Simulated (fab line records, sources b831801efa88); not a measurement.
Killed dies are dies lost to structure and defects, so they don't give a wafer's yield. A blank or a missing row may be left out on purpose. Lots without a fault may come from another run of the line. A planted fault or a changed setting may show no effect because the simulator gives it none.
Which tool did it? | flow sky130 | 14 lots, 42 wafers sampled, at 2 steps of a route of 708

WHAT THE GAUGES READ, wafer by wafer
The record holds no reading of a measuring or inspecting step that can be judged against a usual standard deviation.

WHICH TOOL RAN EACH LOT (tool, then ch and the chambers of the sampled wafers, then the start)
lot  | SKY_METAL5_METAL_ETCH_15          | SKY_METAL5_STRIP_16
L929 | rie_metal-02 ch 0,1, day 43 22:04 | plasma_asher-02 ch 1, day 43 22:18
L930 | rie_metal-03 ch 0,1, day 44 04:43 | plasma_asher-01 ch 0,1, day 44 04:56
L931 | rie_metal-03 ch 0,1, day 44 13:31 | plasma_asher-03 ch 0,1, day 44 13:44
L932 | rie_metal-02 ch 0,1, day 45 00:29 | plasma_asher-01 ch 0,1, day 45 00:43
L933 | rie_metal-02 ch 0,1, day 45 03:05 | plasma_asher-01 ch 0,1, day 45 03:19
L936 | rie_metal-03 ch 0,1, day 45 18:51 | plasma_asher-03 ch 0,1, day 45 19:02
L939 | rie_metal-02 ch 0,1, day 46 22:43 | plasma_asher-03 ch 0, day 46 22:57
L940 | rie_metal-04 ch 0,1, day 47 00:11 | plasma_asher-01 ch 0,1, day 47 00:25
L941 | rie_metal-03 ch 0,1, day 47 05:08 | plasma_asher-03 ch 0,1, day 47 05:20
L942 | rie_metal-04 ch 0,1, day 47 13:06 | plasma_asher-02 ch 0,1, day 47 13:17
L944 | rie_metal-02 ch 0,1, day 47 20:46 | plasma_asher-01 ch 0,1, day 47 20:59
L943 | rie_metal-04 ch 0,1, day 47 21:52 | plasma_asher-01 ch 0,1, day 47 22:05
L951 | rie_metal-04 ch 0,1, day 49 04:37 | plasma_asher-02 ch 0,1, day 49 04:50
L950 | rie_metal-02 ch 0,1, day 49 09:37 | plasma_asher-02 ch 0,1, day 49 09:52
- SKY_METAL5_METAL_ETCH_15: etches the open film in Cl2/BCl3, stops on SiO2, target depth 1260 nm, time 252 s.
- SKY_METAL5_STRIP_16: strips in O2/N2.

WHAT THE TOOLS THEMSELVES READ (means of the sampled wafers that have a number; where no wafer has one, the mark that the record gives instead)
SKY_METAL5_METAL_ETCH_15.
lot  | tool         | bcl3_flow_sccm (sccm) | bias_w (W) | drypump_motor_current_A (A) | oes_product_au (a.u.) | rf_fwd_power_W (W) | throttle_valve_pct (%)
L929 | rie_metal-02 | 30.01                 | 48.56      | 5.8                         | 0.890                 | 893.2              | 22.260
L930 | rie_metal-03 | 30.02                 | 48.42      | 5.6                         | 0.899                 | 897.7              | 22.270
L931 | rie_metal-03 | 30.01                 | 48.55      | 5.9                         | 0.892                 | 895.4              | 22.257
L932 | rie_metal-02 | 30.02                 | 48.60      | 5.8                         | 0.891                 | 899.8              | 22.272
L933 | rie_metal-02 | 30.08                 | 48.42      | 5.7                         | 0.895                 | 898.9              | 22.262
L936 | rie_metal-03 | 30.06                 | 48.57      | 5.9                         | 0.893                 | 897.9              | 22.262
L939 | rie_metal-02 | 30.03                 | 48.61      | 5.7                         | 0.896                 | 895.9              | 22.264
L940 | rie_metal-04 | 29.97                 | 48.41      | 5.6                         | 0.891                 | 899.2              | 22.273
L941 | rie_metal-03 | 29.95                 | 48.55      | 5.9                         | 0.895                 | 900.4              | 22.267
L942 | rie_metal-04 | 29.88                 | 48.36      | 5.2                         | 0.889                 | 896.8              | 22.255
L944 | rie_metal-02 | -                     | -          | -                           | -                     | -                  | -
L943 | rie_metal-04 | -                     | -          | -                           | -                     | -                  | -
L951 | rie_metal-04 | 30.15                 | 48.47      | 5.3                         | 0.896                 | 899.3              | 22.268
L950 | rie_metal-02 | 30.01                 | 48.54      | 5.8                         | 0.892                 | 897.1              | 22.252

SKY_METAL5_STRIP_16.
lot  | tool            | drypump_motor_current_A (A) | oes_product_au (a.u.) | strip_time_to_endpoint_s (s)
L929 | plasma_asher-02 | 5.7                         | 0.708                 | 13.05
L930 | plasma_asher-01 | 5.9                         | 0.706                 | 12.99
L931 | plasma_asher-03 | 6.3                         | 0.708                 | 13.02
L932 | plasma_asher-01 | 5.7                         | 0.706                 | 13.08
L933 | plasma_asher-01 | 5.7                         | 0.713                 | 13.08
L936 | plasma_asher-03 | 6.3                         | 0.711                 | 13.07
L939 | plasma_asher-03 | 6.5                         | 0.714                 | 13.16
L940 | plasma_asher-01 | 5.7                         | 0.709                 | 13.13
L941 | plasma_asher-03 | 6.3                         | 0.709                 | 13.14
L942 | plasma_asher-02 | 5.6                         | 0.710                 | 13.22
L944 | plasma_asher-01 | 5.8                         | 0.714                 | 21.59
L943 | plasma_asher-01 | 5.9                         | 0.713                 | 21.62
L951 | plasma_asher-02 | 5.6                         | 0.714                 | 13.09
L950 | plasma_asher-02 | 5.6                         | 0.711                 | 13.10

THE ANSWER, worked out from the rows above alone
Rule: what is usual is taken from the lots themselves. Put in order of their means at a reading, lots are off if they are a third of the lots or fewer, leave a main group of 4 or more, and stand apart from it by a gap of 3 or more times the standard deviation of the main group's means; of several such gaps the widest counts. A main group whose means are all the same, to the digits that the tables above print for the reading, isn't used. A lot without any number at a reading at which 4 lots or more have one is off too. The other lots that the step has rows for count as sound. The gauges are gone through in route order, then the tools' own readings, and for those a lot's mean is taken as printed above. The first step at which some lot is off is used, and at that step the reading that is off furthest; a lot without a number counts as furthest.
Off: L944, L943, at SKY_METAL5_METAL_ETCH_15 (bcl3_flow_sccm). Without a number there: L944, L943. The main group: mean 30.02 sccm, standard deviation 0.064.
A tool fits if, at that step or a process step before it, it ran every lot that is off, and no sound lot after the first of them. None of those tried fits.

WHAT THE SIMULATOR HAD PUT IN
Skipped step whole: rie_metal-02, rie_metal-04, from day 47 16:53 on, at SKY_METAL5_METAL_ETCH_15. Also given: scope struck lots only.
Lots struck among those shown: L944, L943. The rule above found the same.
